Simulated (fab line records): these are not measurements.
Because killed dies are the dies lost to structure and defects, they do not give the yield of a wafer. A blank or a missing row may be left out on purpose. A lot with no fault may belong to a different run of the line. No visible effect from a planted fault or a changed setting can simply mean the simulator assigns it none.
2 desks, one fault    flow gf180mcu    every desk sees just its own numbers, and what lay behind them comes last

== FOR THE TOOL OWNER'S DESK: cvdW-01 ==
The tool's own readings at GF_CONTACT_CVD_24 (deposits W, target thk 300 nm, time 90.339 s): means of the sampled wafers that have a number, for each lot that ran on this tool. If a lot's mean is further than 4 standard deviations from the usual mean, the lot is out of limits and carries the mark OUT (the distance appears in the brackets).
Columns: A = heaterPowerW at GF_CONTACT_CVD_24, usual 883 W
lot   first seen here  A
L369  day 16 12:26     836
L371  day 17 02:37     835
L373  day 17 23:43     832
L374  day 18 08:22     838
L376  day 19 03:25     839
L383  day 21 18:12     808
L385  day 22 11:52     818
L388  day 23 02:32     842
L391  day 24 06:40     831
Result from this desk: across the 9 lots, nothing is out of limits.

== FROM THE METROLOGY DESK ==
Means of the sampled wafers that have a number, per lot and without regard to the tool the lot ran on: this is what the gauges read. If a lot's mean is further than 4 standard deviations from the usual mean, the lot is out of limits and carries the mark OUT (the distance appears in the brackets).
Columns: A = CONTACT_OVL at GF_CONTACT_OVL_MEAS_15, usual -4 nm; B = CONTACT_W_RS at GF_CONTACT_RS_MEAS_25, usual 0.380 ohm/sq; C = CONTACT_W_THK at GF_CONTACT_THK_MEAS_26, usual 292 nm
lot   first seen here  A    B                 C
L368  day 16 02:50     2    0.377             289
L369  day 16 11:49     -3   0.368             296
L371  day 17 02:01     -5   0.374             296
L373  day 17 23:07     -10  0.387             287
L374  day 18 07:46     -6   0.407 (+4.9) OUT  275 (-4.0) OUT
L376  day 19 02:49     -8   0.396             280
L383  day 21 17:35     2    0.382             290
L385  day 22 11:17     1    0.379             292
L386  day 22 14:43     -2   0.381             291
L387  day 22 23:22     -9   0.375             298
L388  day 23 01:55     0    0.379             295
L389  day 23 11:02     -5   0.384             289
L391  day 24 06:05     -1   0.384             290
Per this desk, out of limits: L374; the first was L374, day 18 08:29 (CONTACT_W_RS at GF_CONTACT_RS_MEAS_25). In limits: L368, L369, L371, L373, L376, L383, L385, L386, L387, L388, L389, L391.

== PUT TOGETHER ==
On L374, the metrology desk was in a position to raise an alarm at day 18 08:29.
The tool owner's desk saw nothing out of limits.
Tool owner's desk: L374 on record, inside its limits.
Every lot named ran GF_CONTACT_CVD_24 on cvdW-01.

== WHAT WAS PUT IN BY THE SIMULATOR ==
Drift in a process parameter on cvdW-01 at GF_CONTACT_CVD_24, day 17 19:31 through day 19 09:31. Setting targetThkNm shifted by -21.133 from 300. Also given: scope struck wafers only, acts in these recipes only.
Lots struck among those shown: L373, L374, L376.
Hours from the fault's start to each desk's first reading out of limits: the metrology desk, 13.
